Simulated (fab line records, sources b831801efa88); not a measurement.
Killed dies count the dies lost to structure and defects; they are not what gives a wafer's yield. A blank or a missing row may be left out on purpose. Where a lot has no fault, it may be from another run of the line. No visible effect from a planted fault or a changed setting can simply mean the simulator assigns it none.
Matching of chambers ; flow gf180mcu ; cmp-01 running GF_V3_CMP_04: 4 sister chambers
The step polishes SiO2. 18 wafers are shown with their chamber, then 9 later ones without.

EACH WAFER AND ITS CHAMBER
wafer;chamber;motor-current-A (A);time-to-endpoint-s (s)
L107.1;3;10.0;77
L107.4;1;11.2;80
L107.5;2;13.2;79
L112.1;0;11.2;77
L112.2;3;9.9;75
L112.6;0;11.4;77
L118.2;2;12.3;87
L118.3;1;12.4;79
L118.6;1;11.7;85
L119.1;3;10.3;80
L119.2;1;11.9;76
L119.5;3;10.0;83
L121.2;2;12.6;78
L121.4;1;12.0;79
L121.5;1;11.7;82
L123.1;3;10.5;79
L123.3;1;12.0;79
L123.5;1;12.0;82

SIGNATURES (averages over the wafers above)
reading;chamber 0;chamber 1;chamber 2;chamber 3;scatter within a chamber
motor-current-A;11.300;11.863;12.700;10.140;0.331
time-to-endpoint-s;77.00;80.25;81.33;78.80;3.13
Rule: distance of a wafer from a chamber = root of the sum over the readings of ((wafer's reading minus chamber's mean) / reading's scatter) squared. The wafer belongs to the nearest chamber; if the next one is less than 2 further off, it can't be placed. How the scatter is found: for the shown wafers, subtract from each reading the mean of its chamber, square and add these, divide the total by (wafers less chambers), then take the root.

WAFERS WITH NO CHAMBER GIVEN
wafer;motor-current-A (A);time-to-endpoint-s (s)
L124.1;11.5;70
L124.2;12.7;81
L124.5;11.3;83
L126.1;11.6;77
L126.4;12.2;86
L126.5;11.8;87
L127.1;12.6;81
L127.2;12.2;81
L127.3;11.6;80

EACH ONE'S CHAMBER
wafer;from the rows above;in truth
L124.1;can't be placed: 0 or 1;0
L124.2;2;2
L124.5;can't be placed: 1 or 0 or 3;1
L126.1;can't be placed: 0 or 1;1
L126.4;can't be placed: 1 or 2 or 0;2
L126.5;can't be placed: 1 or 2 or 0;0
L127.1;can't be placed: 2 or 1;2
L127.2;can't be placed: 1 or 2 or 0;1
L127.3;can't be placed: 1 or 0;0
Correct placement for 1 of the 9. Can't be placed from these rows: 8 (the true chamber is among the candidates in 8). Placed wrongly: 0.
